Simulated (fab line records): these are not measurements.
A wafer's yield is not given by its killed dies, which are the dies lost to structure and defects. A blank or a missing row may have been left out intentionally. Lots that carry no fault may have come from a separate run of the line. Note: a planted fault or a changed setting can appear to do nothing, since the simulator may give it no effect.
fab line records	flow sky130
record lots=15	wafers=45	last_day=51
route steps=708 shown CONTACT@423 VIA1@461
lots with no fault: from the same line, run without faults
start_h: the number of hours between the record's first day and the start of the first shown wafer of the lot	wait_h: hours elapsed since this lot's preceding step	" same as the row above	L1.1+2: a row that stands for several wafers	- no value, or no start was given	* or withheld: withheld	< > ~ a bound
route shown NAME@n: names a module that has steps shown in the file, with the first one's number in the route	usual: mean/standard deviation taken from wafers without a fault	same: alike in all rows	chamber/n: place in a boat	sites: the reading at each site	_std_site: standard deviation of those values	_edge_site: the outer-site mean with the inner-site mean subtracted	radius_mm: how far each site lies from the wafer's centre	mask NAME#n: copy n	behind: the last tool/chamber to shape the wafer	hold: what put the lot on hold/how long, in hours/how the hold closed	device: names the non-switching transistor (n, p or np)	end of line: at the end of the route, the tests of the same wafers	for a step that has no rows: nothing shown but its recipe	killed: dies lost to structure and defects at the first sort, not the wafer's yield	map: the dies of a wafer, with x for killed, . for not killed, _ for no die there
set.NAME: setting as actually run; set.NAME@STEP: the setting as run at that earlier step	model.NAME: the simulator's own value behind a step, which no gauge read
route steps across a sampled set of lots; one table per step, one row per wafer
services: a tool's chamber out of use, with start hour (start_h, from the record's first day; less than 0 if before it), hours out, and reason
## steps
# step SKY_CONTACT_ETCH_17
# recipe target=SiO2	chemistry=C4F8/O2/Ar	stop_on=Si3N4	mask_material=KrF-thick	source_w=1500	bias_w=1200	pressure_mtorr=40	c4f8_flow_sccm=withheld	O2_flow_sccm=6	Ar_flow_sccm=300	time_s=withheld	target_depth_a=3400
# usual bias_w=1200/3.6	oes_product_au=0.891/0.0051
lot.wafer	tool	chamber	start_h	wait_h	bias_w	oes_product_au
L659.1	rie_diel-01	3	740.21	0.0	1197	0.883
L659.2	"	2	"	"	1199	0.881
L659.3	"	1	"	"	1200	0.895
L661.2	rie_diel-01	3	756.00	0.0	1201	0.890
L661.4	"	2	"	"	1195	0.892
L661.5	"	2	"	"	1199	0.891
L662.1	rie_diel-03	3	771.95	0.0	1199	0.887
L662.2	"	0	"	"	1201	0.893
L662.5	"	1	"	"	1200	0.888
L663.1	rie_diel-02	0	792.69	0.0	1206	0.888
L663.4	"	3	"	"	1203	0.891
L663.6	"	2	"	"	1202	0.889
L666.1	rie_diel-01	0	795.01	0.0	1194	0.889
L666.3	"	1	"	"	1188	0.894
L666.4	"	2	"	"	1198	0.887
L667.1	rie_diel-01	2	814.06	0.0	1205	0.892
L667.2	"	1	"	"	1198	0.892
L667.4	"	2	"	"	1206	0.884
L668.1	rie_diel-01	1	818.39	0.0	1201	0.890
L668.4	"	1	"	"	1204	0.896
L668.6	"	2	"	"	1197	0.894
L670.2	rie_diel-03	3	825.35	0.0	1195	0.895
L670.4	"	3	"	"	1196	0.893
L670.5	"	0	"	"	1198	0.888
L672.4	rie_diel-02	3	844.36	0.0	1197	0.883
L672.5	"	3	"	"	1201	0.894
L672.6	"	2	"	"	1199	0.894
L677.3	rie_diel-02	1	882.94	0.0	1204	0.882
L677.5	"	2	"	"	1201	0.892
L677.6	"	1	"	"	1203	0.899
L678.1	rie_diel-01	3	888.21	0.0	1197	0.891
L678.5	"	2	"	"	1199	0.885
L678.6	"	1	"	"	1193	0.883
L679.1	rie_diel-03	1	898.16	0.0	1203	0.889
L679.2	"	2	"	"	1201	0.884
L679.6	"	1	"	"	1205	0.895
L681.1	rie_diel-02	2	905.40	0.0	1203	0.900
L681.3	"	1	"	"	1207	0.884
L681.4	"	3	"	"	1200	0.892
L680.1	rie_diel-02	1	911.65	0.0	1201	0.893
L680.2	"	3	"	"	1201	0.895
L680.4	"	0	"	"	1198	0.894
L682.1	rie_diel-01	0	925.25	0.0	1199	0.887
L682.5	"	1	"	"	1204	0.890
L682.6	"	0	"	"	1201	0.897
# step SKY_CONTACT_STRIP_19
# recipe chemistry=O2/N2	power_w=1400	pressure_mtorr=1500	platen_temp_c=withheld	o2_flow_sccm=3000	n2_flow_sccm=300	overash_fraction=0.5
# usual drypump_motor_current_A=5.9/0.46	oes_product_au=0.380/0.005	strip_time_to_endpoint_s=3.61/0.042
# same overash_fraction=0.5
lot.wafer	tool	chamber	start_h	wait_h	drypump_motor_current_A	oes_product_au	rf_hours_counter_h	strip_time_to_endpoint_s
L659.1	plasma_asher-02	0	740.30	-	6.4	0.368	58	3.57
L659.2	"	1	"	"	5.2	0.377	58	3.58
L659.3	"	0	"	"	6.4	0.373	-	3.65
L661.2	plasma_asher-02	1	756.09	-	5.2	0.382	60	3.57
L661.4	"	1	"	"	5.2	0.380	-	3.62
L661.5	"	1	"	"	5.2	0.385	-	3.58
L662.1	plasma_asher-01	1	772.04	-	5.9	0.373	92	3.60
L662.2	"	0	"	"	6.1	0.381	92	3.66
L662.5	"	0	"	"	6.2	0.389	-	3.66
L663.1	plasma_asher-02	1	792.78	-	5.2	0.377	64	3.57
L663.4	"	1	"	"	5.2	0.382	-	3.52
L663.6	"	1	"	"	5.2	0.376	-	3.49
L666.1	plasma_asher-01	0	795.10	-	6.1	0.383	94	3.64
L666.3	"	0	"	"	6.1	0.378	-	3.65
L666.4	"	1	"	"	5.9	0.383	-	3.59
L667.1	plasma_asher-02	1	814.15	-	5.2	0.386	66	3.60
L667.2	"	0	"	"	6.4	0.384	66	3.68
L667.4	"	0	"	"	6.3	0.381	-	3.59
L668.1	plasma_asher-03	0	818.48	-	5.8	0.381	7	3.68
L668.4	"	1	"	"	6.5	0.381	-	3.67
L668.6	"	0	"	"	5.8	0.373	-	3.60
L670.2	plasma_asher-02	0	825.44	-	6.4	0.377	67	3.58
L670.4	"	0	"	"	6.4	0.377	-	3.61
L670.5	"	0	"	"	6.4	0.385	-	3.66
L672.4	plasma_asher-02	1	844.48	-	5.2	0.379	-	3.53
L672.5	"	1	"	"	5.2	0.375	-	3.54
L672.6	"	0	"	"	6.4	0.376	-	3.54
L677.3	plasma_asher-02	1	883.06	-	5.2	0.377	-	3.59
L677.5	"	0	"	"	6.3	0.375	-	3.54
L677.6	"	1	"	"	5.2	0.382	-	3.58
L678.1	plasma_asher-02	1	888.30	-	5.2	0.383	74	3.60
L678.5	"	1	"	"	5.2	0.378	-	3.59
L678.6	"	0	"	"	6.3	0.379	-	3.67
L679.1	plasma_asher-02	1	898.25	-	5.2	0.383	75	3.65
L679.2	"	0	"	"	6.4	0.384	75	3.61
L679.6	"	1	"	"	5.2	0.388	-	3.63
L681.1	plasma_asher-01	0	905.49	-	6.2	0.387	105	3.58
L681.3	"	0	"	"	6.2	0.374	-	3.61
L681.4	"	1	"	"	5.9	0.371	-	3.57
L680.1	plasma_asher-01	1	911.74	-	5.9	0.387	106	3.60
L680.2	"	0	"	"	6.1	0.375	106	3.56
L680.4	"	0	"	"	6.1	0.382	-	3.58
L682.1	plasma_asher-01	0	925.34	-	6.2	0.383	107	3.63
L682.5	"	1	"	"	5.9	0.377	-	3.65
L682.6	"	0	"	"	6.2	0.379	-	3.61
# step SKY_VIA1_BOW_MEAS_03
# recipe mode=bow
# usual VIA1_BOW=80/7.1
lot.wafer	tool	chamber	start_h	wait_h	VIA1_BOW[um]
L659.1	film_metro-03	-	771.76	0.2	80
L659.2	"	-	"	"	81
L659.3	"	-	"	"	85
L661.2	film_metro-03	-	786.66	0.2	86
L661.4	"	-	"	"	86
L661.5	"	-	"	"	99
L662.1	film_metro-04	-	801.71	0.2	73
L662.2	"	-	"	"	85
L662.5	"	-	"	"	69
L663.1	film_metro-03	-	822.55	0.2	85
L663.4	"	-	"	"	77
L663.6	"	-	"	"	80
L666.1	film_metro-01	-	825.00	0.2	77
L666.3	"	-	"	"	83
L666.4	"	-	"	"	78
L667.1	film_metro-04	-	844.47	0.2	76
L667.2	"	-	"	"	91
L667.4	"	-	"	"	82
L668.1	film_metro-03	-	848.46	0.1	74
L668.4	"	-	"	"	83
L668.6	"	-	"	"	96
L670.2	film_metro-04	-	854.03	0.1	79
L670.4	"	-	"	"	81
L670.5	"	-	"	"	85
L672.4	film_metro-01	-	873.58	0.3	80
L672.5	"	-	"	"	76
L672.6	"	-	"	"	72
L677.3	film_metro-04	-	911.61	0.2	79
L677.5	"	-	"	"	78
L677.6	"	-	"	"	63
L678.1	film_metro-04	-	917.27	0.1	72
L678.5	"	-	"	"	100
L678.6	"	-	"	"	81
L679.1	film_metro-03	-	926.63	0.2	81
L679.2	"	-	"	"	89
L679.6	"	-	"	"	70
L681.1	film_metro-03	-	933.56	0.2	75
L681.3	"	-	"	"	83
L681.4	"	-	"	"	76
L680.1	film_metro-01	-	939.41	0.2	80
L680.2	"	-	"	"	79
L680.4	"	-	"	"	72
L682.1	film_metro-01	-	953.11	0.1	85
L682.5	"	-	"	"	89
L682.6	"	-	"	"	93
# step SKY_VIA1_EXPOSE_09
# recipe mask_id=VIM	na=0.8	source_shape=annular	sigma_inner=0.55	sigma_outer=0.85	target_cd_nm=150	dose_mj=38
# usual focus_offset_nm=0.1/0.57
# same na=0.8
lot.wafer	tool	chamber	start_h	wait_h	mask	focus_offset_nm
L659.1	krf_scanner-01	0	785.88	-	VIM#0	-0.3
L659.2	"	0	"	"	VIM#0	0.4
L659.3	"	0	"	"	VIM#0	0.2
L661.2	krf_scanner-01	0	800.34	-	VIM#0	1.0
L661.4	"	0	"	"	VIM#0	-0.2
L661.5	"	0	"	"	VIM#0	0.1
L662.1	krf_scanner-02	0	815.53	-	VIM#0	-0.6
L662.2	"	0	"	"	VIM#0	-0.5
L662.5	"	0	"	"	VIM#0	-0.1
L663.1	krf_scanner-02	0	836.23	-	VIM#0	-0.8
L663.4	"	0	"	"	VIM#0	-0.1
L663.6	"	0	"	"	VIM#0	-0.1
L666.1	krf_scanner-01	0	838.77	-	VIM#0	0.5
L666.3	"	0	"	"	VIM#0	-0.8
L666.4	"	0	"	"	VIM#0	-0.7
L667.1	krf_scanner-01	0	858.26	-	VIM#0	-0.7
L667.2	"	0	"	"	VIM#0	0.0
L667.4	"	0	"	"	VIM#0	0.5
L668.1	krf_scanner-01	0	861.89	-	VIM#0	0.4
L668.4	"	0	"	"	VIM#0	-0.6
L668.6	"	0	"	"	VIM#0	0.7
L670.2	krf_scanner-01	0	867.48	-	VIM#0	-0.1
L670.4	"	0	"	"	VIM#0	0.9
L670.5	"	0	"	"	VIM#0	0.3
L672.4	krf_scanner-02	0	886.89	-	VIM#0	0.1
L672.5	"	0	"	"	VIM#0	0.8
L672.6	"	0	"	"	VIM#0	0.5
L677.3	krf_scanner-01	0	924.38	-	VIM#0	0.2
L677.5	"	0	"	"	VIM#0	-0.1
L677.6	"	0	"	"	VIM#0	0.6
L678.1	krf_scanner-01	0	929.81	-	VIM#0	-0.4
L678.5	"	0	"	"	VIM#0	-0.4
L678.6	"	0	"	"	VIM#0	-0.5
L679.1	krf_scanner-01	0	939.26	-	VIM#0	0.5
L679.2	"	0	"	"	VIM#0	-0.1
L679.6	"	0	"	"	VIM#0	-0.4
L681.1	krf_scanner-01	0	945.96	-	VIM#0	-0.3
L681.3	"	0	"	"	VIM#0	-0.5
L681.4	"	0	"	"	VIM#0	0.1
L680.1	krf_scanner-01	0	951.94	-	VIM#0	0.4
L680.2	"	0	"	"	VIM#0	1.4
L680.4	"	0	"	"	VIM#0	0.4
L682.1	krf_scanner-02	0	965.53	-	VIM#0	0.3
L682.5	"	0	"	"	VIM#0	-0.6
L682.6	"	0	"	"	VIM#0	0.0
# step SKY_VIA1_CD_MEAS_12
# recipe target_cd_nm=150
# usual cd_nm=150.4/1.7
lot.wafer	tool	chamber	start_h	wait_h	cd_nm
L659.1	cd_sem-02	-	799.39	-	148.9
L659.2	"	-	"	"	149.0
L659.3	"	-	"	"	146.6
L661.2	cd_sem-01	-	813.56	-	149.9
L661.4	"	-	"	"	151.2
L661.5	"	-	"	"	150.0
L662.1	cd_sem-01	-	828.39	-	149.6
L662.2	"	-	"	"	148.7
L662.5	"	-	"	"	148.6
L663.1	cd_sem-01	-	849.19	-	150.2
L663.4	"	-	"	"	152.6
L663.6	"	-	"	"	151.1
L666.1	cd_sem-01	-	851.61	-	150.0
L666.3	"	-	"	"	151.4
L666.4	"	-	"	"	151.3
L667.1	cd_sem-02	-	871.30	-	125.0
L667.2	"	-	"	"	124.0
L667.4	"	-	"	"	150.7
L668.1	cd_sem-01	-	874.60	-	123.7
L668.4	"	-	"	"	152.4
L668.6	"	-	"	"	124.9
L670.2	cd_sem-01	-	880.33	-	122.7
L670.4	"	-	"	"	151.3
L670.5	"	-	"	"	150.2
L672.4	cd_sem-02	-	899.56	-	152.1
L672.5	"	-	"	"	152.8
L672.6	"	-	"	"	152.1
L677.3	cd_sem-01	-	936.99	-	153.3
L677.5	"	-	"	"	153.6
L677.6	"	-	"	"	154.8
L678.1	cd_sem-02	-	942.00	-	149.0
L678.5	"	-	"	"	150.9
L678.6	"	-	"	"	150.3
L679.1	cd_sem-01	-	951.35	-	151.5
L679.2	"	-	"	"	151.3
L679.6	"	-	"	"	150.8
L681.1	cd_sem-02	-	958.34	-	151.9
L681.3	"	-	"	"	153.4
L681.4	"	-	"	"	150.8
L680.1	cd_sem-02	-	963.70	-	148.9
L680.2	"	-	"	"	148.2
L680.4	"	-	"	"	146.3
L682.1	cd_sem-01	-	977.24	-	149.5
L682.5	"	-	"	"	150.9
L682.6	"	-	"	"	151.3
## services
tool	chamber	start_h	hours	kind
plasma_asher-01	-	716.65	28.1	pm
krf_scanner-02	-	720.67	3.6	pm
krf_scanner-01	-	752.00	4.0	pm
rie_diel-01	1	768.08	6.9	repair
rie_diel-01	3	771.41	4.1	repair
krf_scanner-02	-	776.64	0.8	pm
krf_scanner-01	-	779.34	1.3	pm
krf_scanner-02	-	784.45	1.0	pm
krf_scanner-02	-	785.45	1.3	pm
rie_diel-02	-	800.67	0.4	repair
krf_scanner-01	-	804.38	0.8	pm
krf_scanner-01	-	808.56	0.3	repair
rie_diel-01	-	816.11	1.1	repair
krf_scanner-01	-	823.32	3.6	pm
krf_scanner-01	-	842.48	0.8	pm
rie_diel-02	-	858.37	0.4	repair
krf_scanner-01	-	858.52	1.0	pm
rie_diel-01	0	865.99	36.1	repair
rie_diel-01	-	879.33	0.6	repair
krf_scanner-02	-	945.44	0.8	pm
krf_scanner-02	-	953.45	1.0	pm
krf_scanner-01	-	955.24	1.3	pm
krf_scanner-02	-	960.60	1.3	pm
rie_diel-02	0	964.16	5.6	repair
## key
first_sign step=SKY_VIA1_CD_MEAS_12	reading=cd_nm	direction=down	sigmas=15	usual=150.4	struck=124.0
effect none on later readings
met_at SKY_VIA1_EXPOSE_09
struck_lots L667,L668,L670
struck_wafers L667.1,L667.2,L668.1,L668.6,L670.2
sort_left_out L667.1,L667.2,L668.1,L668.6,L670.2
not_acting_at SKY_CONTACT_ETCH_17,SKY_CONTACT_STRIP_19,SKY_VIA1_BOW_MEAS_03
onset_between 838.77 858.26
fault kind=process_parameter_drift	tool=krf_scanner-01	chamber=-	onset_h=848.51	steps=SKY_VIA1_EXPOSE_09	channel=focus_nm	offset=204.41	shape=step	end_h=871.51	scope=struck_wafers_only
# sort_left_out: the simulated sort isn't trusted on such a fault, so these wafers' sort isn't shown, and their yield isn't known
